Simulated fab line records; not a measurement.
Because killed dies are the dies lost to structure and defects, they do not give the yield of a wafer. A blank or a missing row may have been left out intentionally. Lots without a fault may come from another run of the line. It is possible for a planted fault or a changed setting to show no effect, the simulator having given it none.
Problem report, 8D (eight disciplines) form, completed by code    flow sky130    the parts of the form that need people (team, actions taken, sign-off) are left out

1. PROBLEM STATEMENT
oesProductAu at SKY_VIA2_ETCH_15 reads a mean of 0.993 a.u. on 4 wafers of 3 lots; wafers without a fault read 0.939 a.u. with a standard deviation of 0.0045. Relative to the usual mean, that is a shift of +12 standard deviations.
The step: etches SiO2 in C4F8/O2/Ar, stops on TiN, target depth 546 nm, time 84 s.
Earliest sighting: wafer L863.4 on rieDiel-03 at day 40 21:43. The record has a number at this step for 45 wafers belonging to 15 lots. By rule, "out" or "out of limits" means more than 4 standard deviations away from the usual mean. The rest of the wafers with a number are treated as sound.

2. WHAT THIS IS AND IS NOT
question                     is                              is not
which readings at this step  oesProductAu                    -
which lots                   L863, L865, L866                L849, L850, L851, L852, L853, L854, L857, L858, L859, L860, L862, L871
which wafers of those lots   L863.4, L865.4, L866.2, L866.4  L863.1, L863.6, L865.3, L865.6, L866.6
read on which tools          rieDiel-01, rieDiel-03          rieDiel-02
when                         from day 40 21:43               up to then (35 sound wafers); but 6 sound wafers of L865, L866, L871 came after

3. THE SUSPECTS, EACH WITH WHAT RULES IT OUT
Counting: if a tool at a process step up to the reading ran every lot that is out, it stays a suspect. Sound lots after the first of them don't rule it out here, since some wafers of a struck lot are sound.
- cmp-01 at SKY_VIA2_CMP_02 (polishes SiO2): kept. Every lot that is out went through it, the first being L863 (day 39 20:38); the last sound lot it ran before that was L862 (day 39 12:37).
After counting, what remains is cmp-01 at SKY_VIA2_CMP_02.

4. THE CAUSE (what the simulator had put in)
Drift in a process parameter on cmp-01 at SKY_VIA2_CMP_02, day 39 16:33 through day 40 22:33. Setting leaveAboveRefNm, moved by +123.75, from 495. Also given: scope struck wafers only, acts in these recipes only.
After counting, this tool was the only one left.

5. THE EFFECT CHAIN, in route order
Each row: a reading where the mean over the struck wafers with a number is more than 3 standard deviations away from the usual. Only readings whose record carries a usual standard deviation are examined. hours: median over the lots of the time between each lot's start at the first step of this table that gives one and its start at this step. sigmas: the change, counted in usual standard deviations.
hours  step              reading       usual       on struck wafers  change  sigmas
0      SKY_VIA2_ETCH_15  oesProductAu  0.939 a.u.  0.993             +0.054  +12
The process steps in it:
- SKY_VIA2_ETCH_15: etches SiO2 in C4F8/O2/Ar, stops on TiN, target depth 546 nm, time 84 s.

6. WHAT WOULD HAVE CAUGHT IT SOONER
In this record no reading fell out of limits until day 40 21:43, 29 hours after the fault had begun at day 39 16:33.
Of the tool readings at SKY_VIA2_CMP_02 for which the record gives a usual standard deviation, none was out on any struck wafer, so an alarm limit of 4 standard deviations on them would not have fired.
Each of the lots that are out, 3 in all, had begun SKY_VIA2_CMP_02 on cmp-01 no later than day 40 21:43. Had the tool been put on hold then, not one of them would have been saved.
